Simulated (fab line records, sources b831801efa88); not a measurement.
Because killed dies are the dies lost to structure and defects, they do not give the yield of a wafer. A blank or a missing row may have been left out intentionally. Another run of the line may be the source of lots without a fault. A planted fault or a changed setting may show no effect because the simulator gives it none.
Chamber matching -- flow gf180mcu -- GF_SAB_ETCH_11 on rie diel-02 has 4 sister chambers
The step etches SiO2 in C4F8/O2/Ar, target depth 55 nm, time 8.5 s. 8 wafers are shown with their chamber, then 7 later ones without.

## EACH WAFER AND ITS CHAMBER
wafer,chamber,oes product au (a.u.)
L304.2,2,0.995
L305.3,2,0.994
L307.5,0,1.001
L307.6,3,1.017
L309.3,3,1.005
L309.5,1,1.009
L310.1,0,1.009
L310.5,1,1.003

## WAFERS WITH NO CHAMBER GIVEN
wafer,oes product au (a.u.)
L310.6,0.996
L320.1,1.008
L320.2,1.021
L320.6,1.015
L322.2,1.007
L322.4,1.002
L322.6,0.997

## CHAMBER TAKEN BY EACH
wafer,from the rows above,in truth
L310.6,can't be placed: 2 or 0 or 1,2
L320.1,can't be placed: 1 or 3 or 0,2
L320.2,can't be placed: 3 or 1 or 0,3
L320.6,can't be placed: 3 or 1 or 0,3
L322.2,can't be placed: 1 or 0 or 3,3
L322.4,can't be placed: 0 or 1 or 2 or 3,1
L322.6,can't be placed: 2 or 0 or 1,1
Correct placement for 0 of the 7. Unplaceable from these rows: 7, with the true chamber sitting among the candidates in 6. Wrongly placed: 0.
How it was worked out, from the rows above alone: a wafer's distance from a chamber is the root of the sum, over the readings, of the square of ((its reading less the chamber's mean) divided by the reading's scatter). If the next closest chamber is less than 2 further off than the closest, the wafer can't be placed; otherwise it belongs to the closest. Each chamber's mean is taken over the wafers shown for it. The scatter is the square root of a quotient: the sum, over the shown wafers, of each reading's squared deviation from its chamber's mean, divided by wafers minus chambers.
